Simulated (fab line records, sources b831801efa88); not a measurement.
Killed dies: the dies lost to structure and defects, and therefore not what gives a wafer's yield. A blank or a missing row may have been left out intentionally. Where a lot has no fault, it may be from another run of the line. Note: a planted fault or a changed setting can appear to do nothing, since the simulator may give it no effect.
Which tool did it?    flow sky130    13 lots with 39 wafers sampled at 3 steps, on a route of 708 steps

## WHAT THE GAUGES SHOWED, per wafer
SKY_NWELL_TW_MEAS_26.
lot   measured      on            NWELL_2_TW
L876  day 5 04:23   filmMetro-02  515 512 510
L880  day 6 08:17   filmMetro-04  488 484 487
L881  day 6 21:43   filmMetro-04  486 486 485
L882  day 7 04:13   filmMetro-04  488 486 488
L885  day 7 22:01   filmMetro-02  510 510 510
L887  day 8 09:40   filmMetro-02  512 507 511
L886  day 8 10:22   filmMetro-02  510 512 510
L891  day 9 09:52   filmMetro-03  497 496 496
L893  day 9 15:51   filmMetro-03  493 493 496
L895  day 10 04:29  filmMetro-02  510 514 513
L897  day 10 11:02  filmMetro-04  483 484 484
L898  day 10 20:05  filmMetro-03  496 494 493
L899  day 11 02:09  filmMetro-03  494 496 493

SKY_SONOS_TUNNEL_CD_MEAS_07: the cd target is 410 nm.
lot   measured      on        cdNm (nm)
L876  day 10 23:58  cdSem-02  409.7 410.0 409.7
L880  day 12 13:45  cdSem-01  412.1 413.0 412.1
L881  day 13 09:57  cdSem-02  408.8 407.8 407.4
L882  day 13 18:12  cdSem-01  408.2 407.8 410.1
L885  day 14 15:52  cdSem-01  411.6 412.0 411.8
L887  day 15 08:31  cdSem-01  413.7 412.0 412.8
L886  day 15 10:45  cdSem-02  413.9 413.5 412.2
L891  day 16 18:36  cdSem-02  413.6 414.8 413.4
L893  day 16 23:20  cdSem-01  430.2 428.0 430.0
L895  day 17 17:55  cdSem-01  430.0 428.8 427.8
L897  day 18 04:39  cdSem-01  411.8 411.5 410.1
L898  day 18 14:36  cdSem-02  413.4 414.2 411.5
L899  day 19 00:25  cdSem-01  413.1 410.9 411.5

## TOOL THAT RAN EACH LOT (tool first, then ch and the chambers of the sampled wafers, then the start)
lot   SKY_SONOS_TUNNEL_DEVELOP_06
L876  lithoTrack-03 ch 0, day 10 23:49
L880  lithoTrack-01 ch 0, day 12 13:33
L881  lithoTrack-01 ch 0, day 13 09:48
L882  lithoTrack-01 ch 0, day 13 18:03
L885  lithoTrack-04 ch 0, day 14 15:43
L887  lithoTrack-03 ch 0, day 15 08:22
L886  lithoTrack-03 ch 0, day 15 10:37
L891  lithoTrack-01 ch 0, day 16 18:27
L893  lithoTrack-01 ch 0, day 16 23:11
L895  lithoTrack-01 ch 0, day 17 17:46
L897  lithoTrack-04 ch 0, day 18 04:30
L898  lithoTrack-04 ch 0, day 18 14:27
L899  lithoTrack-03 ch 0, day 19 00:16
- SKY_SONOS_TUNNEL_DEVELOP_06: develop time 60 s.

## WHAT THE TOOLS THEMSELVES READ (means of the sampled wafers that have a number; where no wafer has one, the mark that the record gives instead)
SKY_SONOS_TUNNEL_DEVELOP_06.
lot   tool           developerTempC (C)
L876  lithoTrack-03  23.04
L880  lithoTrack-01  22.84
L881  lithoTrack-01  23.02
L882  lithoTrack-01  23.04
L885  lithoTrack-04  22.98
L887  lithoTrack-03  22.90
L886  lithoTrack-03  22.98
L891  lithoTrack-01  22.99
L893  lithoTrack-01  22.90
L895  lithoTrack-01  22.96
L897  lithoTrack-04  23.01
L898  lithoTrack-04  23.04
L899  lithoTrack-03  22.96

## THE ANSWER, worked out from the rows above alone
Rule: the usual values come from the lots themselves. The widest of any qualifying gaps counts: lots, ordered by their means at a reading, are off when they make up no more than a third of the lots, leave a main group of 4 or more, and stand apart from it by 3 or more times the standard deviation of that group's means. A main group whose means are all the same, to the digits that the tables above print for the reading, isn't used. A lot without any number at a reading at which 4 lots or more have one is off too. All remaining lots with rows at the step are treated as sound. First the gauges in route order, then the tools' own readings, where a lot's mean is used as printed above. At the first step where some lot is off, the reading lying furthest off is the one used; lots without a number count as furthest.
Off at SKY_SONOS_TUNNEL_CD_MEAS_07 (cdNm): L893, L895. For the main group the mean is 411.5 nm and the standard deviation 1.8.
If a tool, at a process step before that reading, ran all the lots that are off and no sound lot after the first of them, it fits. Those tools and the gauges at SKY_SONOS_TUNNEL_CD_MEAS_07 are tried in the same way. One fits: lithoTrack-01 at SKY_SONOS_TUNNEL_DEVELOP_06. Its last sound lot is L891 (day 16 18:27), its first lot that is off L893 (day 16 23:11): a fault that began between those two fits.

## WHAT THE SIMULATOR HAD PUT IN
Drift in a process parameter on lithoTrack-01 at SKY_SONOS_TUNNEL_DEVELOP_06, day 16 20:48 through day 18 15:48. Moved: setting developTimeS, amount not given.
Struck lots among those shown: L893, L895. The rule above found the same.
